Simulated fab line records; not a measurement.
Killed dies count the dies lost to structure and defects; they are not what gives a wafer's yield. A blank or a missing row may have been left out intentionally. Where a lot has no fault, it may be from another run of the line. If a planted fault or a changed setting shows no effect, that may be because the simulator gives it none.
Which tool was responsible? | flow gf180mcu | 6 lots, 18 wafers sampled, at 2 steps of a route of 602

## WHAT EACH GAUGE READ, for each wafer
GF_HV_LDD_TW_MEAS_38.
lot  | measured     | on            | HV_LDD_3_TW
L390 | day 12 06:45 | film-metro-02 | 1420 1422 1414
L393 | day 13 06:12 | film-metro-02 | 1411 1414 1418
L400 | day 15 09:43 | film-metro-04 | 1343 1344 1334
L403 | day 16 20:41 | film-metro-04 | 1429 1432 1438
L407 | day 17 18:28 | film-metro-04 | 1429 1436 1424
L409 | day 18 13:05 | film-metro-01 | 1429 1428 1421

## TOOL THAT RAN EACH LOT (tool first, then ch and the chambers of the sampled wafers, then the start)
lot  | GF_HV_LDD_IMPLANT_33
L390 | implanter-01 ch 0, day 12 06:06
L393 | implanter-04 ch 0, day 13 05:30
L400 | implanter-03 ch 0, day 15 09:03
L403 | implanter-04 ch 0, day 16 20:00
L407 | implanter-01 ch 0, day 17 17:47
L409 | implanter-04 ch 0, day 18 12:23
- GF_HV_LDD_IMPLANT_33

## THE ANSWER, worked out from the rows above alone
Rule: usual is defined by the lots themselves. Put in order of their means at a reading, lots are off if they are a third of the lots or fewer, leave a main group of 4 or more, and stand apart from it by a gap of 3 or more times the standard deviation of the main group's means; of several such gaps the widest counts. A main group is skipped when, at the precision printed for the reading in the tables above, its means are all equal. Also off: a lot with no number at a reading for which 4 or more lots have one. The other lots that the step has rows for count as sound.
Off: L400, seen at GF_HV_LDD_TW_MEAS_38 (HV_LDD_3_TW). Mean 1424 and standard deviation 6.9 in the main group.
If a tool, at a process step before that reading, ran all the lots that are off and no sound lot after the first of them, it fits. Those tools and the gauges at GF_HV_LDD_TW_MEAS_38 are tried in the same way. One fits: GF_HV_LDD_IMPLANT_33 on implanter-03. It ran no sound lot before its first lot that is off in this sample, so the start can't be narrowed down.

## WHAT THE SIMULATOR HAD INSERTED
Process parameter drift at GF_HV_LDD_IMPLANT_33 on implanter-03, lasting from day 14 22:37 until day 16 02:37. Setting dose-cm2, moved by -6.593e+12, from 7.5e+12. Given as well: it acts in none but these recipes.
Shown lots that were struck: L400. The rule above found the same.
